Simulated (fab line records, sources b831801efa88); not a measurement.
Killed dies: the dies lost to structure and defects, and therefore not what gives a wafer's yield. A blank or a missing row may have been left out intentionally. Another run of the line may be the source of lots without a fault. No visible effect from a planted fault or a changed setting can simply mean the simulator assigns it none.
Code-filled problem report in 8D (eight disciplines) form + flow sky130 + the parts of the form that need people (team, actions taken, sign-off) are left out

== 1. WHAT WENT WRONG ==
VT_ADJUST_NCORE_TW at SKY_VT_ADJUST_NCORE_TW_MEAS_11 reads a mean of 230.2 on 6 wafers of 2 lots; wafers without a fault read 217.7 with a standard deviation of 2. That puts it +6.2 standard deviations away from the usual mean.
First seen on wafer L439.2, day 13 06:29, on film-metro-04. The record has a number at this step for 36 wafers belonging to 12 lots. Rule for "out", or "out of limits": more than 4 standard deviations from the usual mean. The rest of the wafers with a number are treated as sound.

== 2. WHAT IT IS, WHAT IT ISN'T ==
| question                    | is                     | is not                                                                          |
|-----------------------------|------------------------|---------------------------------------------------------------------------------|
| which readings at this step | VT_ADJUST_NCORE_TW     | -                                                                               |
| which lots                  | L439, L441             | L426, L427, L428, L435, L436, L437, L438, L440, L442, L446                      |
| which wafers of those lots  | all that have a number | -                                                                               |
| read on which gauges        | film-metro-04          | film-metro-02, film-metro-03                                                    |
| when                        | from day 13 06:29      | up to then (21 sound wafers); but 9 sound wafers of L440, L442, L446 came after |

== 3. SUSPECTS, AND WHAT RULES EACH OUT ==
Counting: a tool stays on the suspect list if, at a process step up to the reading, it processed all lots that are out and no sound lot following the first of them.
- the gauge at SKY_VT_ADJUST_NCORE_TW_MEAS_11 is ruled out. All the wafers that are out were read on film-metro-04, but those of them that SKY_VT_ADJUST_NCORE_IMPLANT_09 has rows for are out there too, on other tools.
- implanter-01 at SKY_VT_ADJUST_NCORE_IMPLANT_09: kept. It ran every lot that is out, first L439 (day 13 06:15), and no sound lot after that; its last sound lot up to then is L438 (day 13 03:01). Its own beam-on-s, end-station-pressure-torr, faraday-current-uA readings are out on those wafers.
The count leaves implanter-01 at SKY_VT_ADJUST_NCORE_IMPLANT_09.

== 4. THE CAUSE (what the simulator had put in) ==
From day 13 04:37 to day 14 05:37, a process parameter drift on implanter-01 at SKY_VT_ADJUST_NCORE_IMPLANT_09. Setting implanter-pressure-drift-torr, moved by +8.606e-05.
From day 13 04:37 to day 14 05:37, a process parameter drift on implanter-01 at SKY_VT_ADJUST_NCORE_IMPLANT_09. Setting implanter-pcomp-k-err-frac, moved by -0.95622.
Only this tool survived the counting.

== 5. THE EFFECT CHAIN, in route order ==
One row per reading whose mean, taken over the struck wafers that have a number, lies over 3 standard deviations from the usual. Readings are gone through only where the record gives a usual standard deviation; hours: the median, over the lots, of the time from a lot's start at the first step in this table giving one to that lot's start at this step; sigmas: the change measured in usual standard deviations.
| hours | step                           | reading                   | usual         | on struck wafers | change    | sigmas      |
|-------|--------------------------------|---------------------------|---------------|------------------|-----------|-------------|
| 0     | SKY_VT_ADJUST_NCORE_IMPLANT_09 | beam-on-s                 | 10.01 s       | 11.96            | +1.95     | +9.7        |
| 0     | SKY_VT_ADJUST_NCORE_IMPLANT_09 | end-station-pressure-torr | 4.99e-06 Torr | 9.09e-05         | +8.59e-05 | +99 or more |
| 0     | SKY_VT_ADJUST_NCORE_IMPLANT_09 | faraday-current-uA        | 13.52         | 11.35            | -2.17     | -8.0        |
| 0     | SKY_VT_ADJUST_NCORE_TW_MEAS_11 | VT_ADJUST_NCORE_TW        | 217.7         | 230.2            | +12.5     | +6.2        |
It contains these process steps:
- SKY_VT_ADJUST_NCORE_IMPLANT_09
At these later measuring or inspecting steps, every struck wafer for which the step has a row has a number for every such reading, and none has moved that far: SKY_SONOS_ONO_THK_MEAS_01.

== 6. HOW IT WOULD HAVE BEEN CAUGHT EARLIER ==
In this record the first reading out of limits at a measuring or inspecting step was taken at day 13 06:29, 2 hours after the fault began at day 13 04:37.
The tool's own readings at SKY_VT_ADJUST_NCORE_IMPLANT_09 were out on every struck wafer that the step has a row for (beam-on-s, end-station-pressure-torr, faraday-current-uA): an alarm limit on them would have fired on the first of those.
Among the 2 lots that are out, L441 began SKY_VT_ADJUST_NCORE_IMPLANT_09 on implanter-01 after day 13 06:29. Had the tool been put on hold then, it would have been spared.
